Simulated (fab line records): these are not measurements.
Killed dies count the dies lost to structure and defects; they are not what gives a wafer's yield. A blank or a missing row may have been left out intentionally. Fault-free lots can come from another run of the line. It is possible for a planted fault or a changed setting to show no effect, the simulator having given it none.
Which tool was responsible? | flow gf180mcu | Sampling: 12 lots, 36 wafers, 5 of 602 route steps

WHAT THE GAUGES READ, wafer by wafer
GF_STI_THK_MEAS_22.
lot  | measured    | on            | STI_OXIDATION_01_THK (nm)
L935 | day 2 10:08 | film metro-02 | 15.03 15.13 15.13
L944 | day 4 06:50 | film metro-04 | 14.84 14.93 14.91
L946 | day 4 17:04 | film metro-01 | 14.49 14.31 14.36
L947 | day 4 23:29 | film metro-02 | 14.77 14.74 14.49
L948 | day 5 03:44 | film metro-02 | 14.52 14.16 14.92
L950 | day 5 13:53 | film metro-01 | 15.15 15.11 15.22
L951 | day 5 20:17 | film metro-01 | 14.82 14.38 14.72
L952 | day 6 00:53 | film metro-01 | 14.86 14.92 14.96
L953 | day 6 04:46 | film metro-04 | 14.94 15.01 14.96
L954 | day 6 10:44 | film metro-01 | 15.03 15.08 15.01
L955 | day 6 15:20 | film metro-02 | 15.24 15.18 15.00
L957 | day 7 04:10 | film metro-04 | 15.36 15.15 14.96

GF_MVSD_TW_MEAS_11.
lot  | measured     | on            | MVSD_TW
L935 | day 4 19:40  | film metro-04 | 1585 1574 1583
L944 | day 6 20:32  | film metro-03 | 1985 1979 1979
L946 | day 7 10:03  | film metro-04 | 1946 1937 1941
L947 | day 7 14:54  | film metro-03 | 1616 1613 1617
L948 | day 7 22:00  | film metro-03 | 1622 1615 1621
L950 | day 8 06:42  | film metro-01 | 1606 1601 1606
L951 | day 8 14:57  | film metro-03 | 1622 1622 1625
L952 | day 8 21:28  | film metro-01 | 1602 1600 1611
L953 | day 9 00:43  | film metro-03 | 1618 1616 1612
L954 | day 9 05:28  | film metro-04 | 1577 1562 1575
L955 | day 9 13:00  | film metro-03 | 1621 1611 1614
L957 | day 10 01:16 | film metro-01 | 1601 1607 1604

GF_VT_IMPLANT_TW_MEAS_10.
lot  | measured     | on            | VT_IMPLANT_TW
L935 | day 6 01:46  | film metro-04 | 567 562 558
L944 | day 8 04:43  | film metro-03 | 580 577 579
L946 | day 8 18:39  | film metro-02 | 569 567 567
L947 | day 9 00:19  | film metro-03 | 575 575 574
L948 | day 9 07:22  | film metro-02 | 566 565 564
L950 | day 9 16:58  | film metro-02 | 561 565 564
L951 | day 10 00:55 | film metro-03 | 572 575 574
L952 | day 10 08:22 | film metro-03 | 574 574 577
L953 | day 10 11:41 | film metro-03 | 574 573 573
L954 | day 10 16:49 | film metro-02 | 569 568 566
L955 | day 11 01:22 | film metro-02 | 565 567 565
L957 | day 11 13:52 | film metro-03 | 580 578 583

GF_VT_IMPLANT_RS_MEAS_46: a four-point-probe measurement.
lot  | measured     | on            | MVSD_RS (ohm/sq)
L935 | day 8 00:34  | film metro-03 | 456.1 457.4 456.2
L944 | day 10 08:19 | film metro-01 | 336.3 335.7 335.2
L946 | day 10 22:05 | film metro-04 | 336.3 336.5 336.1
L947 | day 11 06:37 | film metro-01 | 455.2 455.7 456.8
L948 | day 11 12:22 | film metro-03 | 456.8 457.1 457.2
L950 | day 11 22:49 | film metro-04 | 457.4 456.6 455.8
L951 | day 12 07:17 | film metro-01 | 454.4 455.9 454.3
L952 | day 12 15:23 | film metro-03 | 458.0 457.3 457.0
L953 | day 12 20:58 | film metro-01 | 457.0 457.9 457.2
L954 | day 13 00:29 | film metro-04 | 458.3 458.2 458.6
L955 | day 13 09:35 | film metro-01 | 457.5 456.8 458.9
L957 | day 14 00:55 | film metro-03 | 459.1 458.6 458.2

WHICH TOOL RAN EACH LOT (tool, then ch and the chambers of the sampled wafers, then the start)
lot  | GF_MVSD_IMPLANT_08
L935 | implanter-02 ch 0, day 4 19:16
L944 | implanter-01 ch 0, day 6 19:49
L946 | implanter-01 ch 0, day 7 09:23
L947 | implanter-01 ch 0, day 7 14:30
L948 | implanter-01 ch 0, day 7 21:36
L950 | implanter-01 ch 0, day 8 06:09
L951 | implanter-02 ch 0, day 8 14:33
L952 | implanter-01 ch 0, day 8 21:04
L953 | implanter-02 ch 0, day 9 00:21
L954 | implanter-01 ch 0, day 9 05:04
L955 | implanter-01 ch 0, day 9 12:36
L957 | implanter-02 ch 0, day 10 00:52
- GF_MVSD_IMPLANT_08

AS READ BY THE TOOLS THEMSELVES (means over the sampled wafers that have a number; for cases with no such wafer, the mark the record gives instead)
The record holds no such reading with a usual standard deviation.

THE ANSWER, worked out from the rows above alone
Rule: what is usual is taken from the lots themselves. Put in order of their means at a reading, lots are off if they are a third of the lots or fewer, leave a main group of 4 or more, and stand apart from it by a gap of 3 or more times the standard deviation of the main group's means; of several such gaps the widest counts. A main group is skipped when, at the precision printed for the reading in the tables above, its means are all equal. A lot without any number at a reading at which 4 lots or more have one is off too. Any other lot the step has rows for is counted as sound. After the gauges, taken in route order, come the tools' own readings; for these a lot's mean is taken, as printed above. The first step at which some lot is off is used, and at that step the reading that is off furthest; a lot without a number counts as furthest.
Off: L944, L946, seen at GF_MVSD_TW_MEAS_11 (MVSD_TW). Mean 1605 and standard deviation 16 in the main group.
If a tool, at a process step before that reading, ran all the lots that are off and no sound lot after the first of them, it fits. The gauges at GF_MVSD_TW_MEAS_11 are tried like those tools. No candidate that was tried fits.

WHAT HAD BEEN PUT IN BY THE SIMULATOR
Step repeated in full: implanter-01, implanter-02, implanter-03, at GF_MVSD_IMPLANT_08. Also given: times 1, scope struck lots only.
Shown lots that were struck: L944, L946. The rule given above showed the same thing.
